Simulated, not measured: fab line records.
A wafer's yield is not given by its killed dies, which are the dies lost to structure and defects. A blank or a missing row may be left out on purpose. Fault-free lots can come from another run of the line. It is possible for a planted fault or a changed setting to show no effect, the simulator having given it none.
Which tool did it? | flow sky130 | Sampling: 11 lots, 33 wafers, 5 of 708 route steps

== WHAT THE GAUGES READ, wafer by wafer ==
No reading from a measuring or inspecting step in the record can be judged against a usual standard deviation.

== TOOL THAT RAN EACH LOT (tool first, then ch and the chambers of the sampled wafers, then the start) ==
lot  | SKY_FIELD_ISO_CVD_24            | SKY_VIA2_STRIP_16                    | SKY_METAL3_SPUTTER_02        | SKY_METAL3_SPUTTER_03        | SKY_PAD_OPEN_PROBE_99
L823 | hdpcvd-02 ch 0,1, day 2 09:22   | plasma asher-04 ch 0,1, day 36 07:06 | pvd sputter-02, day 36 08:29 | pvd sputter-02, day 36 08:31 | -
L824 | hdpcvd-02 ch 1,2, day 2 14:15   | plasma asher-01 ch 0,1, day 36 21:21 | pvd sputter-02, day 36 22:41 | pvd sputter-02, day 36 22:44 | -
L825 | hdpcvd-02 ch 0,1,2, day 2 19:25 | plasma asher-04 ch 0,1, day 36 23:45 | pvd sputter-04, day 37 01:06 | pvd sputter-04, day 37 01:08 | -
L826 | hdpcvd-02 ch 0,1,2, day 2 22:19 | plasma asher-01 ch 0,1, day 37 07:58 | pvd sputter-03, day 37 09:39 | pvd sputter-03, day 37 09:41 | -
L827 | hdpcvd-02 ch 1,2, day 3 06:07   | plasma asher-04 ch 0,1, day 37 10:57 | pvd sputter-02, day 37 12:16 | pvd sputter-02, day 37 12:19 | -
L828 | hdpcvd-02 ch 0,1,2, day 3 11:32 | plasma asher-04 ch 0,1, day 38 06:23 | pvd sputter-02, day 38 07:44 | pvd sputter-02, day 38 07:46 | -
L829 | hdpcvd-02 ch 1,2, day 3 17:18   | plasma asher-02 ch 0,1, day 38 10:32 | pvd sputter-03, day 38 12:05 | pvd sputter-03, day 38 12:07 | -
L830 | hdpcvd-01 ch 0,2, day 3 21:16   | plasma asher-01 ch 0, day 38 12:31   | pvd sputter-02, day 38 13:53 | pvd sputter-02, day 38 13:55 | -
L834 | hdpcvd-01 ch 0,2, day 4 15:52   | plasma asher-01 ch 0,1, day 39 17:41 | pvd sputter-03, day 39 19:07 | pvd sputter-03, day 39 19:10 | prober-01, day 48 12:52
L842 | hdpcvd-02 ch 0,1, day 6 15:14   | plasma asher-02 ch 0,1, day 42 18:18 | pvd sputter-02, day 42 20:02 | pvd sputter-02, day 42 20:04 | -
L844 | hdpcvd-02 ch 0,1, day 6 22:02   | plasma asher-04 ch 0,1, day 42 19:17 | pvd sputter-03, day 42 20:56 | pvd sputter-03, day 42 20:58 | -
- SKY_FIELD_ISO_CVD_24: deposits SiO2, target thk 595 nm, time 99.2 s.
- SKY_VIA2_STRIP_16: strips in O2/N2.
- SKY_METAL3_SPUTTER_02: material AlCu, target thk 735 nm, time 39.1 s.
- SKY_METAL3_SPUTTER_03: material Ti, target thk 5 nm, time 3.3 s.
- SKY_PAD_OPEN_PROBE_99

== WHAT THE TOOLS THEMSELVES READ (means of the sampled wafers that have a number; where no wafer has one, the mark that the record gives instead) ==
SKY_FIELD_ISO_CVD_24. Usual: pressure mtorr 6.000 mTorr, standard deviation 0.012; sih4 flow sccm 60.00 sccm, standard deviation 0.17.
lot  | tool      | pressure mtorr (mTorr) | sih4 flow sccm (sccm) | flag
L823 | hdpcvd-02 | 6.003                  | 60.11                 |
L824 | hdpcvd-02 | 5.998                  | 60.01                 |
L825 | hdpcvd-02 | 5.998                  | 60.14                 |
L826 | hdpcvd-02 | 5.987                  | 59.93                 |
L827 | hdpcvd-02 | 6.010                  | 60.01                 |
L828 | hdpcvd-02 | 6.007                  | 60.03                 |
L829 | hdpcvd-02 | 6.007                  | 59.90                 |
L830 | hdpcvd-01 | 5.992                  | 60.01                 |
L834 | hdpcvd-01 | 5.993                  | 59.97                 |
L842 | hdpcvd-02 | 6.018                  | 59.97                 |
L844 | hdpcvd-02 | 5.998                  | 59.93                 |

SKY_VIA2_STRIP_16. Usual: drypump motor current A 5.9 A, standard deviation 0.42; oes product au 0.399 a.u., standard deviation 0.0051; strip time to endpoint s 4.059 s, standard deviation 0.023.
lot  | tool            | drypump motor current A (A) | oes product au (a.u.) | strip time to endpoint s (s) | flag
L823 | plasma asher-04 | 6.0                         | 0.399                 | 4.054                        |
L824 | plasma asher-01 | 6.1                         | 0.402                 | 4.056                        |
L825 | plasma asher-04 | 5.9                         | 0.400                 | 4.028                        |
L826 | plasma asher-01 | 6.3                         | 0.399                 | 4.067                        |
L827 | plasma asher-04 | 6.0                         | 0.401                 | 4.041                        |
L828 | plasma asher-04 | 6.0                         | 0.399                 | 4.060                        |
L829 | plasma asher-02 | 5.5                         | 0.398                 | 4.048                        |
L830 | plasma asher-01 | 5.7                         | 0.399                 | 4.050                        |
L834 | plasma asher-01 | 6.0                         | 0.399                 | 4.090                        |
L842 | plasma asher-02 | 5.5                         | 0.404                 | 4.060                        |
L844 | plasma asher-04 | 6.0                         | 0.399                 | 4.076                        |

SKY_METAL3_SPUTTER_02. Usual: throttle valve pct reads 29.8 % (standard deviation 1).
lot  | tool           | throttle valve pct (%) | flag
L823 | pvd sputter-02 | 28.9                   |
L824 | pvd sputter-02 | 28.9                   |
L825 | pvd sputter-04 | 29.9                   |
L826 | pvd sputter-03 | 29.8                   |
L827 | pvd sputter-02 | 29.1                   |
L828 | pvd sputter-02 | 29.8                   |
L829 | pvd sputter-03 | 30.6                   |
L830 | pvd sputter-02 | 28.4                   |
L834 | pvd sputter-03 | 30.4                   |
L842 | pvd sputter-02 | 29.0                   |
L844 | pvd sputter-03 | 30.6                   |

SKY_METAL3_SPUTTER_03. Usual: throttle valve pct reads 29.8 % (standard deviation 0.98).
lot  | tool           | throttle valve pct (%) | flag
L823 | pvd sputter-02 | 29.0                   |
L824 | pvd sputter-02 | 28.9                   |
L825 | pvd sputter-04 | 30.0                   |
L826 | pvd sputter-03 | 30.0                   |
L827 | pvd sputter-02 | 29.3                   |
L828 | pvd sputter-02 | 29.8                   |
L829 | pvd sputter-03 | 30.4                   |
L830 | pvd sputter-02 | 28.3                   |
L834 | pvd sputter-03 | 30.7                   |
L842 | pvd sputter-02 | 29.2                   |
L844 | pvd sputter-03 | 30.6                   |

SKY_PAD_OPEN_PROBE_99. Usual: killed_at_M0_to_M3 43, standard deviation 6.9; killed_at_M4_up 3.1, standard deviation 1.9; killed at contacts 24, standard deviation 5.4; killed at front end 14, standard deviation 4.3; killed at other 0.3, standard deviation 0.53; killed dies 84, standard deviation 9.5; killed open 46, standard deviation 6.8; killed short 38, standard deviation 6.
lot  | tool      | killed_at_M0_to_M3 | killed_at_M4_up | killed at contacts | killed at front end | killed at other | killed dies | killed open | killed short | flag
L834 | prober-01 | 45                 | 2.0             | 25                 | 42                  | 0.3             | 114         | 47          | 35           | OFF

== THE ANSWER, worked out from the rows above alone ==
Rule: lot off if the mean of its wafers having a number is beyond 3 standard deviations from the usual mean. A lot without any number at a reading at which 4 lots or more have one is off too. The other lots that the step has rows for count as sound. First the gauges in route order, then the tools' own readings, where a lot's mean is used as printed above. At the first step where some lot is off, the reading lying furthest off is the one used; lots without a number count as furthest.
Off at SKY_PAD_OPEN_PROBE_99 (killed at front end): L834. Neither off nor sound, because the step has no rows for them: L823, L824, L825, L826, L827, L828, L829, L830, L842, L844.
If a tool, at that step or one of the process steps before it, ran each lot that is off and ran no sound lot following the first of them, it fits. Can't be told from this: 4 tools fit, hdpcvd-01 at SKY_FIELD_ISO_CVD_24, plasma asher-01 at SKY_VIA2_STRIP_16, pvd sputter-03 at SKY_METAL3_SPUTTER_02 and SKY_METAL3_SPUTTER_03, prober-01 at SKY_PAD_OPEN_PROBE_99.

== WHAT HAD BEEN PUT IN BY THE SIMULATOR ==
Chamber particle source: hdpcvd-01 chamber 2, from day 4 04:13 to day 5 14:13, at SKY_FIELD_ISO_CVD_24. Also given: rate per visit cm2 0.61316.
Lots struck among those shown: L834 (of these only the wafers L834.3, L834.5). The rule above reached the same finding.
